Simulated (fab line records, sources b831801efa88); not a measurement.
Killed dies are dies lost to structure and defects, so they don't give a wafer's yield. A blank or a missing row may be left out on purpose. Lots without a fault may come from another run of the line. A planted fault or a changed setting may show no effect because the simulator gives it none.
Which tool did it? | flow gf180mcu | 11 lots, 33 wafers sampled, at 3 steps of a route of 602

WHAT THE GAUGES READ, wafer by wafer
GF_V3_THK_MEAS_03.
lot  | measured     | on            | V3_CVD_02_THK (nm)
L416 | day 21 21:49 | film_metro-02 | 823 809 847
L417 | day 22 13:20 | film_metro-02 | 826 846 838
L420 | day 23 21:56 | film_metro-04 | 849 836 858
L422 | day 24 07:04 | film_metro-04 | 838 821 850
L425 | day 25 06:13 | film_metro-01 | 820 833 833
L427 | day 25 16:29 | film_metro-01 | 810 821 840
L429 | day 26 09:46 | film_metro-01 | 963 953 973
L430 | day 26 18:25 | film_metro-04 | 947 963 953
L433 | day 27 18:02 | film_metro-01 | 847 839 846
L437 | day 28 19:10 | film_metro-02 | 828 880 870
L438 | day 29 02:01 | film_metro-04 | 823 837 844

WHICH TOOL RAN EACH LOT (tool, then ch and the chambers of the sampled wafers, then the start)
lot  | GF_M3_METAL_ETCH_16               | GF_V3_CVD_02
L416 | rie_metal-03 ch 0,1, day 21 20:57 | pecvd-04 ch 1,2, day 21 21:45
L417 | rie_metal-04 ch 1, day 22 12:27   | pecvd-02 ch 0,1,2, day 22 13:16
L420 | rie_metal-04 ch 0,1, day 23 21:04 | pecvd-02 ch 0,1,2, day 23 21:52
L422 | rie_metal-02 ch 1, day 24 05:43   | pecvd-04 ch 0,2, day 24 06:59
L425 | rie_metal-02 ch 1, day 25 05:17   | pecvd-04 ch 0,1, day 25 06:08
L427 | rie_metal-04 ch 0,1, day 25 15:37 | pecvd-04 ch 0,1, day 25 16:25
L429 | rie_metal-02 ch 1, day 26 08:51   | pecvd-04 ch 1,2, day 26 09:41
L430 | rie_metal-04 ch 0,1, day 26 17:30 | pecvd-04 ch 0,2, day 26 18:20
L433 | rie_metal-04 ch 1, day 27 17:02   | pecvd-02 ch 0,2, day 27 17:53
L437 | rie_metal-03 ch 0,1, day 28 18:19 | pecvd-03 ch 0,1,2, day 28 19:06
L438 | rie_metal-02 ch 0,1, day 29 01:10 | pecvd-02 ch 0,2, day 29 01:55
- GF_M3_METAL_ETCH_16: etches the open film in Cl2/BCl3, stops on SiO2, target depth 750.8 nm, time 121.5 s.
- GF_V3_CVD_02: deposits SiO2 from TEOS, target thk 850 nm, time 94.851 s.

THE ANSWER, worked out from the rows above alone
Rule: what is usual is taken from the lots themselves. Put in order of their means at a reading, lots are off if they are a third of the lots or fewer, leave a main group of 4 or more, and stand apart from it by a gap of 3 or more times the standard deviation of the main group's means; of several such gaps the widest counts. A main group whose means are all the same, to the digits that the tables above print for the reading, isn't used. A lot without any number at a reading at which 4 lots or more have one is off too. The other lots that the step has rows for count as sound.
Off: L429, L430, at GF_V3_THK_MEAS_03 (V3_CVD_02_THK). The main group: mean 837 nm, standard deviation 11.
A tool fits if, at a process step before that reading, it ran every lot that is off, and no sound lot after the first of them. The gauges at GF_V3_THK_MEAS_03 are tried like those tools. One fits: pecvd-04 at GF_V3_CVD_02. Its last sound lot is L427 (day 25 16:25), its first lot that is off L429 (day 26 09:41): a fault that began between those two fits.

WHAT THE SIMULATOR HAD PUT IN
Process parameter drift: pecvd-04, from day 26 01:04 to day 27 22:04, at GF_V3_CVD_02. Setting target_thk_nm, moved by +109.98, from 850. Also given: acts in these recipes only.
Lots struck among those shown: L429, L430. The rule above found the same.
